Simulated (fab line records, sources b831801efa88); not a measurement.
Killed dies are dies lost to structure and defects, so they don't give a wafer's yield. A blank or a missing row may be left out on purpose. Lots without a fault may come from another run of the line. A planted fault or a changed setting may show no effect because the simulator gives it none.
One fault seen from 2 desks | flow sky130 | each desk has only its own numbers; what lay behind them comes last

THE TOOL OWNER'S DESK: lpcvd-03
The tool's own readings at SKY_SONOS_ONO_CVD_04 (deposits SiO2 from SiH4/N2O, target thk 5.7199 nm): means of the sampled wafers that have a number, for each lot that ran on this tool. A lot is out of limits, marked OUT, if its mean lies more than 4 standard deviations from the usual mean; the brackets give that distance.
Columns: A = spike_tc_bottom_C at SKY_SONOS_ONO_CVD_04, usual 920.0 C; B = spike_tc_centre_C at SKY_SONOS_ONO_CVD_04, usual 899.9 C; C = spike_tc_lower_C at SKY_SONOS_ONO_CVD_04, usual 901.0 C; D = susceptor_temp_C at SKY_SONOS_ONO_CVD_04, usual 899.9 C; E = zone_power_bottom_pct at SKY_SONOS_ONO_CVD_04, usual 30.8 %; F = zone_power_centre_pct at SKY_SONOS_ONO_CVD_04, usual 18.5 %; G = zone_power_lower_pct at SKY_SONOS_ONO_CVD_04, usual 17.6 %
lot  | first seen here | A                | B     | C               | D     | E               | F              | G
L164 | day 11 17:59    | 919.6            | 899.2 | 901.4           | 899.8 | 31.3            | 18.3           | 18.2
L165 | day 11 20:38    | 921.5            | 899.1 | 902.1           | 900.2 | 31.2            | 18.2           | 17.9
L167 | day 12 21:02    | 920.5            | 899.9 | 901.9           | 899.7 | 31.3            | 18.1           | 17.7
L171 | day 14 06:25    | 920.5            | 898.4 | 901.6           | 900.3 | 31.6            | 18.3           | 18.0
L172 | day 14 13:24    | 920.5            | 899.3 | 901.2           | 899.6 | 31.1            | 18.4           | 17.8
L173 | day 14 13:24    | 919.3            | 901.9 | 899.5           | 900.1 | 29.7            | 19.1           | 17.0
L174 | day 15 02:53    | 918.0            | 901.5 | 899.8           | 900.3 | 29.9            | 19.1           | 17.0
L175 | day 15 11:32    | 918.8            | 900.8 | 899.0           | 899.8 | 30.1            | 18.9           | 17.0
L176 | day 15 22:55    | 921.3            | 899.3 | 902.1           | 900.0 | 31.5            | 18.2           | 17.9
L177 | day 16 08:27    | 915.5 (-4.1) OUT | 894.9 | 933.9 (+24) OUT | 900.2 | 25.8 (-5.8) OUT | 12.4 (-14) OUT | 31.1 (+31) OUT
L178 | day 16 09:42    | 914.8 (-4.7) OUT | 895.6 | 933.2 (+23) OUT | 900.1 | 25.6 (-6.1) OUT | 12.5 (-13) OUT | 31.1 (+31) OUT
L187 | day 19 07:28    | 921.1            | 899.3 | 901.1           | 899.8 | 31.4            | 18.2           | 18.0
This desk's finding: out of limits on L177, L178; first on L177, day 16 08:27 (spike_tc_bottom_C at SKY_SONOS_ONO_CVD_04). In limits: L164, L165, L167, L171, L172, L173, L174, L175, L176, L187.

THE METROLOGY DESK
What the gauges read, lot by lot, whatever tool the lot ran on: means of the sampled wafers that have a number. A lot is out of limits, marked OUT, if its mean lies more than 4 standard deviations from the usual mean; the brackets give that distance.
Columns: A = FIELD_ISO_OXIDATION_00_THK at SKY_FIELD_ISO_THK_MEAS_02, usual 12.10 nm; B = cd_nm at SKY_FIELD_ISO_CD_MEAS_13, usual 149.9 nm; C = SONOS_ONO_CVD_04_THK at SKY_SONOS_ONO_THK_MEAS_05, usual 5.76 nm; D = SPACER_CVD_00_THK at SKY_SPACER_THK_MEAS_01, usual 42.7 nm
lot  | first seen here | A     | B     | C               | D
L164 | day 1 12:44     | 11.93 | 148.6 | 5.86            | 43.3
L165 | day 1 17:51     | 12.06 | 150.4 | 5.75            | 42.8
L167 | day 2 05:31     | 12.19 | 148.6 | 5.84            | 43.1
L171 | day 2 23:33     | 12.49 | 150.8 | 5.86            | 42.5
L172 | day 3 03:38     | 12.30 | 150.3 | 5.65            | 42.5
L173 | day 3 09:13     | 11.75 | 148.9 | 5.72            | 41.8
L174 | day 3 13:38     | 12.00 | 149.8 | 5.75            | 42.1
L175 | day 3 20:49     | 11.91 | 150.4 | 5.79            | 42.4
L176 | day 3 23:50     | 12.15 | 148.1 | 5.82            | 42.5
L177 | day 4 05:17     | 12.32 | 149.4 | 6.91 (+13) OUT  | 43.0
L178 | day 4 09:52     | 12.18 | 149.8 | 6.32 (+6.1) OUT | 42.2
L187 | day 6 08:02     | 11.66 | 150.9 | 5.73            | 42.7
This desk's finding: out of limits on L177, L178; first on L177, day 16 09:43 (SONOS_ONO_CVD_04_THK at SKY_SONOS_ONO_THK_MEAS_05). In limits: L164, L165, L167, L171, L172, L173, L174, L175, L176, L187.

PUT TOGETHER
The tool owner's desk could have raised an alarm at day 16 08:27, on L177, L178.
The metrology desk could have raised an alarm at day 16 09:43, on L177, L178.
Of the lots named, all ran SKY_SONOS_ONO_CVD_04 on lpcvd-03.

WHAT THE SIMULATOR HAD PUT IN
Process parameter drift: lpcvd-03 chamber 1, from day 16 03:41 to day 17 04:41, at SKY_SONOS_ONO_CVD_04. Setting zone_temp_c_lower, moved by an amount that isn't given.
Lots struck among those shown: L177, L178.
Hours from the fault's start to each desk's first reading out of limits: the tool owner's desk, 5; the metrology desk, 6.
